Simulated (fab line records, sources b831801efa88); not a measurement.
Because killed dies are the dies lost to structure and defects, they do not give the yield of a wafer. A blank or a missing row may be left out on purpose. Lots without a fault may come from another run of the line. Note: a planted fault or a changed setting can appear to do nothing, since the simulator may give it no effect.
The same fault as seen by 2 desks / flow sfq-line / only its own numbers are on each desk; what lay behind them is given at the end

== THE TOOL OWNER'S DESK: pecvd-03 ==
The tool's own readings at SFQ_TRILAYER_I4_DEP_PECVD_099 (deposits SiO2 from SiH4/N2O, time 111.11 s, target thk 500 nm): means of the sampled wafers that have a number, for each lot that ran on this tool. Any lot whose mean is over 4 standard deviations away from the usual mean is out of limits and marked OUT; that distance is given in the brackets.
Columns: A = heater-power-w at SFQ_TRILAYER_I4_DEP_PECVD_099, usual 81 W; B = run-length-s at SFQ_TRILAYER_I4_DEP_PECVD_099, usual 138.82 s; C = throttle-valve-pct at SFQ_TRILAYER_I4_DEP_PECVD_099, usual 24.8 %
lot=L280; first seen here=day 34 17:31; A=66; B=138.61; C=25.5
lot=L285; first seen here=day 37 20:22; A=77; B=135.14 (-13) OUT; C=25.1
lot=L286; first seen here=day 38 01:22; A=76; B=135.23 (-12) OUT; C=25.0
lot=L297; first seen here=day 47 17:41; A=85; B=138.65; C=23.7
This desk's verdict: out of limits on L285, L286, starting with L285 at day 37 20:22 (run-length-s at SFQ_TRILAYER_I4_DEP_PECVD_099). Within limits: L280, L297.

== FROM THE METROLOGY DESK ==
What the gauges read, lot by lot, whatever tool the lot ran on: means of the sampled wafers that have a number. Any lot whose mean is over 4 standard deviations away from the usual mean is out of limits and marked OUT; that distance is given in the brackets.
Columns: A = M4_OVL at SFQ_M4_OVL_MEAS_926, usual -1 nm
lot=L280; first seen here=day 34 16:31; A=-1
lot=L281; first seen here=day 35 04:52; A=-2
lot=L285; first seen here=day 37 19:21; A=-3
lot=L286; first seen here=day 38 00:20; A=-2
lot=L297; first seen here=day 47 16:41; A=-3
lot=L299; first seen here=day 48 01:05; A=-2
This desk's verdict: no lot among the 6 shows anything out of limits.

== BROUGHT TOGETHER ==
The tool owner's desk could have raised an alarm at day 37 20:22, on L285, L286.
Metrology desk: nothing out of limits seen.
The metrology desk holds a record of L285, L286, inside its limits.
Every lot named ran SFQ_TRILAYER_I4_DEP_PECVD_099 on pecvd-03.

== WHAT HAD BEEN PUT IN BY THE SIMULATOR ==
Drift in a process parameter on pecvd-03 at SFQ_TRILAYER_I4_DEP_PECVD_099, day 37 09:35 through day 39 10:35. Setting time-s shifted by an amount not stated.
Shown lots that were struck: L285, L286.
Hours from the fault's start to each desk's first reading out of limits: the tool owner's desk, 11.
